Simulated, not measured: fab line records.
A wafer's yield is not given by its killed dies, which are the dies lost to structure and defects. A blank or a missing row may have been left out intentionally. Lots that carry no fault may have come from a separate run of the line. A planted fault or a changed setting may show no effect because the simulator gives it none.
Which tool did it? | flow gf180mcu | Sampling: 12 lots, 36 wafers, 2 of 602 route steps

== WHAT EACH GAUGE READ, for each wafer ==
GF_V5_OVL_MEAS_15. Usual: V5_OVL gives 3 nm (standard deviation 4.5).
lot  | measured     | on         | V5_OVL (nm) | flag
L376 | day 27 04:05 | overlay-02 | 8 1 2       |
L377 | day 27 11:05 | overlay-02 | 2 8 3       |
L378 | day 27 17:15 | overlay-02 | 8 0 9       |
L379 | day 28 03:35 | overlay-01 | 0 -6 -1     |
L380 | day 28 08:35 | overlay-02 | 2 2 4       |
L381 | day 28 19:59 | overlay-02 | 9 -2 8      |
L382 | day 29 05:44 | overlay-01 | 7 3 14      |
L383 | day 29 13:29 | overlay-02 | -1 -2 4     |
L384 | day 29 15:23 | overlay-01 | 9 5 1       |
L391 | day 31 18:08 | overlay-02 | 3 -2 4      |
L395 | day 33 01:19 | overlay-01 | 2 10 5      |
L398 | day 33 15:23 | overlay-01 | -2 3 -1     |

== TOOL THAT RAN EACH LOT (tool first, then ch and the chambers of the sampled wafers, then the start) ==
lot  | GF_V3_CVD_00
L376 | hdpcvd-02 ch 0,2, day 21 08:34
L377 | hdpcvd-02 ch 1,2, day 21 15:29
L378 | hdpcvd-01 ch 0,1,2, day 21 22:23
L379 | hdpcvd-01 ch 0,1, day 22 13:35
L380 | hdpcvd-01 ch 0,1,2, day 22 17:19
L381 | hdpcvd-02 ch 1,2, day 23 07:01
L382 | hdpcvd-02 ch 0,2, day 23 18:11
L383 | hdpcvd-02 ch 0,1, day 23 21:46
L384 | hdpcvd-01 ch 1,2, day 24 06:57
L391 | hdpcvd-01 ch 1,2, day 26 17:10
L395 | hdpcvd-02 ch 0,1,2, day 28 08:23
L398 | hdpcvd-02 ch 0,2, day 29 00:04
- GF_V3_CVD_00: deposits SiO2, target thk 600 nm, time 100 s.

== AS READ BY THE TOOLS THEMSELVES (means over the sampled wafers that have a number; for cases with no such wafer, the mark the record gives instead) ==
The record holds no such reading with a usual standard deviation.

== THE ANSWER, worked out from the rows above alone ==
Rule: a lot is off if the mean of its wafers that have a number lies more than 3 standard deviations from the usual mean. A lot without any number at a reading at which 4 lots or more have one is off too. All remaining lots with rows at the step are treated as sound. First the gauges in route order, then the tools' own readings, where a lot's mean is used as printed above. At the first step where some lot is off, the reading lying furthest off is the one used; lots without a number count as furthest.
Across all readings shown, no lot is off: no conclusion can be drawn from this.

== WHAT WAS PUT IN BY THE SIMULATOR ==
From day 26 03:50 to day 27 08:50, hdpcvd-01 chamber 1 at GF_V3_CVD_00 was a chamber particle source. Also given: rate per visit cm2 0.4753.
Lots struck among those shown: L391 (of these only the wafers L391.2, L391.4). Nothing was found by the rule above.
